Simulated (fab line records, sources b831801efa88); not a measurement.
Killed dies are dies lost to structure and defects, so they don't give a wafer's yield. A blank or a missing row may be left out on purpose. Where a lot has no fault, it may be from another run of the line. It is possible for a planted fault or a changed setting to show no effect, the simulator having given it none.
Code-filled problem report in 8D (eight disciplines) form | flow sfq_line | the parts of the form that need people (team, actions taken, sign-off) are left out

== 1. THE ISSUE ==
A mean of 0.753 a.u. is read at SFQ_TRILAYER_L0_VIA_BARC_OPEN_VIA_ETCH_021 for oes_product_au, taken on 1 wafer of 1 lot, against 0.685 a.u. (standard deviation 0.0046) on wafers free of any fault. That is +15 standard deviations from the usual mean.
The step: etches BARC in O2, target depth 125 nm, time 41.7 s.
The first sign was on wafer L910.2 at day 9 06:12, on rie_diel-03. The record holds 15 wafers of 5 lots with a number at this step. The rule behind "out" and "out of limits": a value lying over 4 standard deviations away from the usual mean. All remaining wafers that have a number are taken as sound.

== 2. WHAT IT IS; WHAT IT IS NOT ==
question                    | is                           | is not
which readings at this step | oes_product_au, run_length_s | drypump_motor_current_A
which lots                  | L910                         | L896, L905, L912, L918
which wafers of those lots  | L910.2                       | L910.3, L910.5
read on which tools         | rie_diel-03                  | rie_diel-01, rie_diel-02
when                        | from day 9 06:12             | up to then (8 sound wafers); but 6 sound wafers of L912, L918 came after

== 3. SUSPECTS, AND WHAT RULES EACH OUT ==
Counting: a tool at a process step up to the reading stays a suspect if it ran every lot that is out. Sound lots after the first of them don't rule it out here, since some wafers of a struck lot are sound.
- rie_metal-04 at SFQ_TRILAYER_L0_BARC_OPEN_METAL_ETCH_010 (etches BARC in O2, target depth 125 nm, time 41.7 s): kept. It ran the lot that is out, L910 (day 6 16:19).
- rie_metal-04 at SFQ_TRILAYER_L0_ETCH_METAL_ETCH_008 (etches MoNx KI in SF6/O2, stops on SiO2, target depth 50 nm, time 25 s): kept. It ran the lot that is out, L910 (day 6 16:23).
- rie_metal-04 at SFQ_TRILAYER_L0_STRIP_STRIP_009 (strips in O2): kept. It ran the lot that is out, L910 (day 6 16:25).
- pecvd-03 at SFQ_TRILAYER_L0_CAP_PECVD_011 (deposits SiO2 from SiH4/N2O, time 13.333 s, target thk 60 nm): kept. It ran the lot that is out, L910 (day 6 17:12).
- rie_diel-03 at SFQ_TRILAYER_L0_VIA_BARC_OPEN_VIA_ETCH_021 (etches BARC in O2, target depth 125 nm, time 41.7 s): kept. It processed L910, the lot that is out, at day 9 06:12, and its most recent sound lot before then was L905 at day 8 01:28. Its own readings are out on those wafers: oes_product_au, run_length_s.
- Within rie_metal-04 at SFQ_TRILAYER_L0_BARC_OPEN_METAL_ETCH_010: the wafers that are out ran in chamber 1; their sound lot-mates ran in chamber 0.
- Within rie_metal-04 at SFQ_TRILAYER_L0_ETCH_METAL_ETCH_008: the wafers that are out ran in chamber 1; their sound lot-mates ran in chamber 0.
- Within rie_metal-04 at SFQ_TRILAYER_L0_STRIP_STRIP_009: the wafers that are out ran in chamber 1; their sound lot-mates ran in chamber 0.
- pecvd-03, SFQ_TRILAYER_L0_CAP_PECVD_011: wafers that are out in chamber 1, sound lot-mates in chambers 0, 2.
- Within rie_diel-03 at SFQ_TRILAYER_L0_VIA_BARC_OPEN_VIA_ETCH_021: the wafers that are out ran in chamber 0; their sound lot-mates ran in chamber 3.
Left after counting: rie_metal-04 at SFQ_TRILAYER_L0_BARC_OPEN_METAL_ETCH_010, rie_metal-04 at SFQ_TRILAYER_L0_ETCH_METAL_ETCH_008, rie_metal-04 at SFQ_TRILAYER_L0_STRIP_STRIP_009, pecvd-03 at SFQ_TRILAYER_L0_CAP_PECVD_011, rie_diel-03 at SFQ_TRILAYER_L0_VIA_BARC_OPEN_VIA_ETCH_021.

== 4. THE CAUSE (what the simulator had put in) ==
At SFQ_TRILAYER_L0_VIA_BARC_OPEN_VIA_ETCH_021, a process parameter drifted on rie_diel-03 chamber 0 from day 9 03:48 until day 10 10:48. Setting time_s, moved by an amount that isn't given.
This tool is one of the 5 suspects left after counting.

== 5. SEQUENCE OF EFFECTS, ordered by route ==
Each row: a reading whose mean over the struck wafers that have a number lies more than 3 standard deviations from the usual. Only readings whose record carries a usual standard deviation are examined. hours: median over the lots of the time between each lot's start at the first step of this table that gives one and its start at this step. sigmas: the change, counted in usual standard deviations.
hours | step                                       | reading        | usual      | on struck wafers | change | sigmas
0     | SFQ_TRILAYER_L0_VIA_BARC_OPEN_VIA_ETCH_021 | oes_product_au | 0.685 a.u. | 0.753            | +0.068 | +15
0     | SFQ_TRILAYER_L0_VIA_BARC_OPEN_VIA_ETCH_021 | run_length_s   | 69.9 s     | 64.8             | -5.1   | -10
The process steps in it:
- SFQ_TRILAYER_L0_VIA_BARC_OPEN_VIA_ETCH_021: etches BARC in O2, target depth 125 nm, time 41.7 s.

== 6. WHAT WOULD HAVE CAUGHT IT SOONER ==
In this record no reading fell out of limits until day 9 06:12, 2 hours after the fault had begun at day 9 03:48.
